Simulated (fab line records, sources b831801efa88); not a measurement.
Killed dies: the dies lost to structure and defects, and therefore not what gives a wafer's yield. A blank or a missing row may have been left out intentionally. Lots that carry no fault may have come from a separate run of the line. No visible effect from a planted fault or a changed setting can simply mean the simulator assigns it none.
8D (eight disciplines) problem report, filled in by code :: flow sky130 :: the parts of the form that need people (team, actions taken, sign-off) are left out

## 1. THE ISSUE
rotation_deg at SKY_LDD_N_IMPLANT_08 reads a mean of 226.647 degrees on 6 wafers of 2 lots; wafers without a fault read 23.000 degrees with a standard deviation of 0.024. That is +99 or more standard deviations from the usual mean.
The first sign was on wafer L905.2 at day 24 12:22, on implanter-02. The record has a number at this step for 39 wafers belonging to 13 lots. Rule for "out" (also "out of limits"): further than 4 standard deviations from the usual mean. Any other wafer with a number is counted as sound.

## 2. WHAT IT IS, WHAT IT ISN'T
question: which readings at this step
is: rotation_deg
is not: -

question: which lots
is: L905, L907
is not: L890, L892, L893, L894, L895, L896, L897, L898, L901, L912, L913

question: which wafers of those lots
is: all that have a number
is not: -

question: read on which tools
is: implanter-02
is not: implanter-01, implanter-04

question: when
is: from day 24 12:22
is not: up to then (27 sound wafers); but 6 sound wafers of L912, L913 came after

## 3. WHAT RULES OUT EACH SUSPECT
Counting: a tool at a process step up to the reading stays a suspect if it ran every lot that is out and no sound lot after the first of them.
- implanter-02 at SKY_LDD_N_IMPLANT_08: kept. All lots that are out passed through it, beginning with L905 at day 24 12:22, and no sound lot followed; its final sound lot before that point was L901 at day 21 18:39. Its own rotation_deg readings are out on those wafers.
Left after counting: implanter-02 at SKY_LDD_N_IMPLANT_08.

## 4. THE CAUSE (what the simulator had put in)
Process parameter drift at SKY_LDD_N_IMPLANT_08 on implanter-02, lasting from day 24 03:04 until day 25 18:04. Setting rotation_deg shifted by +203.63 from 23. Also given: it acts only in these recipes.
After counting, this tool was the only one left.

## 5. THE EFFECT CHAIN, in route order
Each row: a reading whose mean over the struck wafers that have a number lies more than 3 standard deviations from the usual. Only readings for which the record gives a usual standard deviation are gone through. hours: the time from each lot's start at the first step in this table that gives one to its start at this step, as a median over the lots. sigmas: the change in usual standard deviations.
hours: 0
step: SKY_LDD_N_IMPLANT_08
reading: rotation_deg
usual: 23.000 degrees
on struck wafers: 226.647
change: +203.647
sigmas: +99 or more
Here are the process steps it includes:
- SKY_LDD_N_IMPLANT_08
Later steps that measure or inspect, where all struck wafers having a row at the step show a number for every such reading and not one has moved that far: SKY_POLY_CUT_OVL_MEAS_09, SKY_LI_CONTACT_THK_MEAS_23.

## 6. HOW IT WOULD HAVE BEEN CAUGHT EARLIER
9 hours passed between the start of the fault at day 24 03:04 and the first reading out of limits in this record, taken at day 24 12:22.
